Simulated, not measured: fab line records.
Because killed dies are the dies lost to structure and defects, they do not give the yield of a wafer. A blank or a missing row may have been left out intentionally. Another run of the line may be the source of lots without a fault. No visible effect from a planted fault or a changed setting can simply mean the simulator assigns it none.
Which of the tools did it? | flow sky130 | Sampling: 12 lots, 36 wafers, 4 of 708 route steps

WHAT EACH GAUGE READ, for each wafer
SKY_METAL1_RS_MEAS_05: measures by four-point-probe.
lot  | measured     | on            | METAL1_ALCU_RS (ohm/sq)
L519 | day 32 16:55 | film-metro-04 | 0.1268 0.1269 0.1263
L521 | day 32 15:12 | film-metro-01 | 0.1262 0.1263 0.1264
L522 | day 33 03:40 | film-metro-04 | 0.1264 0.1263 0.1268
L523 | day 33 06:46 | film-metro-04 | 0.1253 0.1263 0.1246
L525 | day 33 15:22 | film-metro-01 | 0.1261 0.1250 0.1254
L530 | day 35 15:47 | film-metro-03 | 0.1261 0.1279 0.1268
L531 | day 37 12:44 | film-metro-03 | 0.1275 0.1273 0.1265
L536 | day 37 14:42 | film-metro-03 | 0.1246 0.1262 0.1266
L535 | day 37 15:56 | film-metro-03 | 0.1271 0.1269 0.1280
L537 | day 37 17:44 | film-metro-03 | 0.1279 0.1264 0.1273
L538 | day 38 06:40 | film-metro-03 | 0.1271 0.1265 0.1275
L541 | day 39 11:45 | film-metro-03 | 0.1249 0.1244 0.1257

SKY_VIA2_OVL_MEAS_13.
lot  | measured     | on         | VIA2_OVL (nm)
L519 | day 37 08:01 | overlay-02 | 9 6 -1
L521 | day 37 06:42 | overlay-02 | -7 2 -7
L522 | day 37 18:53 | overlay-01 | 8 0 3
L523 | day 37 19:54 | overlay-02 | 3 -6 -3
L525 | day 38 07:04 | overlay-01 | -6 10 -5
L530 | day 40 02:04 | overlay-01 | 2 -7 -4
L531 | day 41 20:18 | overlay-01 | -1 4 6
L536 | day 41 22:10 | overlay-02 | 3 4 3
L535 | day 42 00:33 | overlay-01 | 10 -1 3
L537 | day 42 01:29 | overlay-01 | -8 7 4
L538 | day 42 09:52 | overlay-02 | 4 4 5
L541 | day 43 15:48 | overlay-01 | -2 11 7

WHAT TOOL EACH LOT RAN ON (gives the tool, then ch and the chambers of the sampled wafers, and finally the start)
lot  | SKY_LDD_P_SOFTBAKE_03             | SKY_LOCAL_INTERCONNECT_STRIP_15
L519 | litho-track-02 ch 0, day 18 20:23 | plasma-asher-03 ch 0,1, day 31 09:54
L521 | litho-track-03 ch 0, day 19 09:54 | plasma-asher-01 ch 0,1, day 31 09:12
L522 | litho-track-03 ch 0, day 20 00:48 | plasma-asher-04 ch 0,1, day 31 20:57
L523 | litho-track-02 ch 0, day 20 06:21 | plasma-asher-01 ch 0,1, day 31 23:41
L525 | litho-track-02 ch 0, day 20 15:44 | plasma-asher-03 ch 0,1, day 32 09:33
L530 | litho-track-03 ch 0, day 23 01:59 | plasma-asher-01 ch 0,1, day 34 10:10
L531 | litho-track-01 ch 0, day 25 00:22 | plasma-asher-03 ch 0,1, day 36 06:48
L536 | litho-track-03 ch 0, day 25 02:21 | plasma-asher-04 ch 0,1, day 36 09:06
L535 | litho-track-01 ch 0, day 25 02:53 | plasma-asher-01 ch 0,1, day 36 10:15
L537 | litho-track-02 ch 0, day 25 07:26 | plasma-asher-01 ch 0,1, day 36 12:49
L538 | litho-track-03 ch 0, day 25 21:05 | plasma-asher-03 ch 0,1, day 37 02:06
L541 | litho-track-02 ch 0, day 27 05:00 | plasma-asher-04 ch 0,1, day 38 07:43
- SKY_LDD_P_SOFTBAKE_03: time 60 s.
- SKY_LOCAL_INTERCONNECT_STRIP_15: strips in O2/N2.

WHAT THE TOOLS THEMSELVES READ (means of the sampled wafers that have a number; where no wafer has one, the mark that the record gives instead)
SKY_LDD_P_SOFTBAKE_03.
lot  | tool           | exhaust-pa (Pa) | heater-power-total-W (W) | plate-temp-C (C)
L519 | litho-track-02 | 44.7            | 56.61                    | 89.99
L521 | litho-track-03 | 44.5            | 56.60                    | 89.95
L522 | litho-track-03 | 44.7            | 56.60                    | 89.98
L523 | litho-track-02 | 44.5            | 56.60                    | 90.04
L525 | litho-track-02 | 46.2            | 56.64                    | 90.10
L530 | litho-track-03 | 45.2            | 56.61                    | 90.04
L531 | litho-track-01 | 45.0            | 54.07                    | 87.11
L536 | litho-track-03 | 44.2            | 56.61                    | 90.06
L535 | litho-track-01 | 45.6            | 54.07                    | 87.10
L537 | litho-track-02 | 44.5            | 56.62                    | 90.05
L538 | litho-track-03 | 44.8            | 56.60                    | 89.90
L541 | litho-track-02 | 45.2            | 56.63                    | 89.85

SKY_LOCAL_INTERCONNECT_STRIP_15.
lot  | tool            | chamber-pressure-mTorr (mTorr) | drypump-motor-current-A (A) | oes-product-au (a.u.) | strip-time-to-endpoint-s (s)
L519 | plasma-asher-03 | 1500.9                         | 6.1                         | 0.428                 | 4.753
L521 | plasma-asher-01 | 1500.9                         | 5.7                         | 0.429                 | 4.753
L522 | plasma-asher-04 | 1500.1                         | 6.3                         | 0.432                 | 4.731
L523 | plasma-asher-01 | 1499.9                         | 5.6                         | 0.428                 | 4.709
L525 | plasma-asher-03 | 1499.8                         | 6.3                         | 0.427                 | 4.710
L530 | plasma-asher-01 | 1500.9                         | 5.6                         | 0.427                 | 4.762
L531 | plasma-asher-03 | 1500.3                         | 6.3                         | 0.427                 | 4.732
L536 | plasma-asher-04 | 1501.2                         | 6.2                         | 0.426                 | 4.727
L535 | plasma-asher-01 | 1500.7                         | 5.7                         | 0.423                 | 4.718
L537 | plasma-asher-01 | 1499.5                         | 5.6                         | 0.430                 | 4.721
L538 | plasma-asher-03 | 1498.1                         | 6.3                         | 0.429                 | 4.719
L541 | plasma-asher-04 | 1498.8                         | 6.2                         | 0.428                 | 4.729

THE ANSWER, worked out from the rows above alone
Rule: the usual values come from the lots themselves. Put in order of their means at a reading, lots are off if they are a third of the lots or fewer, leave a main group of 4 or more, and stand apart from it by a gap of 3 or more times the standard deviation of the main group's means; of several such gaps the widest counts. Not used: any main group whose means are identical at the precision the tables above print for the reading. A lot without any number at a reading at which 4 lots or more have one is off too. The other lots that the step has rows for count as sound. First the gauges in route order, then the tools' own readings, where a lot's mean is used as printed above. At the first step where some lot is off, the reading lying furthest off is the one used; lots without a number count as furthest.
Off, at SKY_LDD_P_SOFTBAKE_03 on heater-power-total-W: L531, L535. The main group has a mean of 56.61 W with a standard deviation of 0.013.
A tool fits if, at that step or a process step before it, it ran every lot that is off, and no sound lot after the first of them. One fits: SKY_LDD_P_SOFTBAKE_03 on litho-track-01. It ran no sound lot before its first lot that is off in this sample, so the start can't be narrowed down.
The tool's own readings at SKY_LDD_P_SOFTBAKE_03 bear it out: on the lots that are off they differ by more than 5 times the standard deviation of the sound lots' means. heater-power-total-W reads 54.07 W there against 56.61 W on the sound lots; plate-temp-C reads 87.10 C there against 90.00 C on the sound lots.

WHAT THE SIMULATOR HAD INSERTED
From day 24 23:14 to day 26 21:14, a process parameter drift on litho-track-01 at SKY_LDD_P_SOFTBAKE_03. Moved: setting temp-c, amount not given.
Lots struck among those shown: L531, L535. The same result came from the rule above.
